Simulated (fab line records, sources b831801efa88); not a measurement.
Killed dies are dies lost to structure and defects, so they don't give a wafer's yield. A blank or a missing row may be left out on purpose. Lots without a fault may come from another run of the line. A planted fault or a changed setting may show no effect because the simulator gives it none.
Problem report in the 8D (eight disciplines) form, filled by code | flow gf180mcu | the parts of the form that need people (team, actions taken, sign-off) are left out

1. THE PROBLEM
cathode_dc_power_W at GF_M1_SPUTTER_01 reads a mean of 7433.2 W on 1 wafer of 1 lot; wafers without a fault read 6499.9 W with a standard deviation of 1.1. That is +99 or more standard deviations from the usual mean.
The step: material TiN, target thk 30 nm, time 25 s.
First seen on wafer L725.3, day 22 00:15, on pvd_sputter-03. The record holds 15 wafers of 5 lots with a number at this step. Rule for "out", or "out of limits": more than 4 standard deviations from the usual mean. The other wafers with a number count as sound.

2. WHAT IT IS AND WHAT IT IS NOT
question                    | is                 | is not
which readings at this step | cathode_dc_power_W | chamber_pressure_pa, throttle_valve_pct
which lots                  | L725               | L711, L713, L732, L734
which wafers of those lots  | L725.3             | L725.1, L725.6
read on which tools         | pvd_sputter-03     | pvd_sputter-02
when                        | from day 22 00:15  | up to then (8 sound wafers); but 6 sound wafers of L732, L734 came after

3. SUSPECTS, AND WHAT RULES EACH OUT
Counting: a tool at a process step up to the reading stays a suspect if it ran every lot that is out. Sound lots after the first of them don't rule it out here, since some wafers of a struck lot are sound.
- plasma_asher-01 at GF_CONTACT_STRIP_18 (strips in O2/N2): kept. It ran the lot that is out, L725 (day 21 23:10).
- pvd_sputter-02 at GF_CONTACT_SPUTTER_23 (material TiN, target thk 10 nm, time 40 s): kept. It ran the lot that is out, L725 (day 21 23:32).
- cvd_w-02 at GF_CONTACT_CVD_24 (deposits W, target thk 300 nm, time 90.339 s): kept. It ran the lot that is out, L725 (day 21 23:34); its last sound lot up to then is L713 (day 17 03:34).
- pvd_sputter-03 at GF_M1_SPUTTER_00 (material Ti, target thk 37.5 nm, time 150 s): kept. It ran the lot that is out, L725 (day 22 00:09); its last sound lot up to then is L713 (day 17 04:09).
- pvd_sputter-03 at GF_M1_SPUTTER_01 (material TiN, target thk 30 nm, time 25 s): kept. It ran the lot that is out, L725 (day 22 00:15); its last sound lot up to then is L713 (day 17 04:15). Its own readings are out on those wafers: cathode_dc_power_W.
Left after counting: plasma_asher-01 at GF_CONTACT_STRIP_18, pvd_sputter-02 at GF_CONTACT_SPUTTER_23, cvd_w-02 at GF_CONTACT_CVD_24, pvd_sputter-03 at GF_M1_SPUTTER_00, pvd_sputter-03 at GF_M1_SPUTTER_01.

4. THE CAUSE (what the simulator had put in)
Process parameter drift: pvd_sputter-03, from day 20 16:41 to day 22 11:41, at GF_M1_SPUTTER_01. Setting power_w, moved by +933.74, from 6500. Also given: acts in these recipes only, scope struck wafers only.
Counting left 5 suspects, and this tool is among them.

5. THE CHAIN OF EFFECTS, in route order
Each row: a reading whose mean over the struck wafers that have a number lies more than 3 standard deviations from the usual. Only readings for which the record gives a usual standard deviation are gone through. hours: the time from each lot's start at the first step in this table that gives one to its start at this step, as a median over the lots. sigmas: the change in usual standard deviations.
hours | step             | reading            | usual    | on struck wafers | change | sigmas
0     | GF_M1_SPUTTER_01 | cathode_dc_power_W | 6499.9 W | 7433.2           | +933.3 | +99 or more
The process steps in it:
- GF_M1_SPUTTER_01: material TiN, target thk 30 nm, time 25 s.

6. WHAT WOULD HAVE CAUGHT IT SOONER
In this record the first reading out of limits was taken at day 22 00:15, 32 hours after the fault began at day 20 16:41.
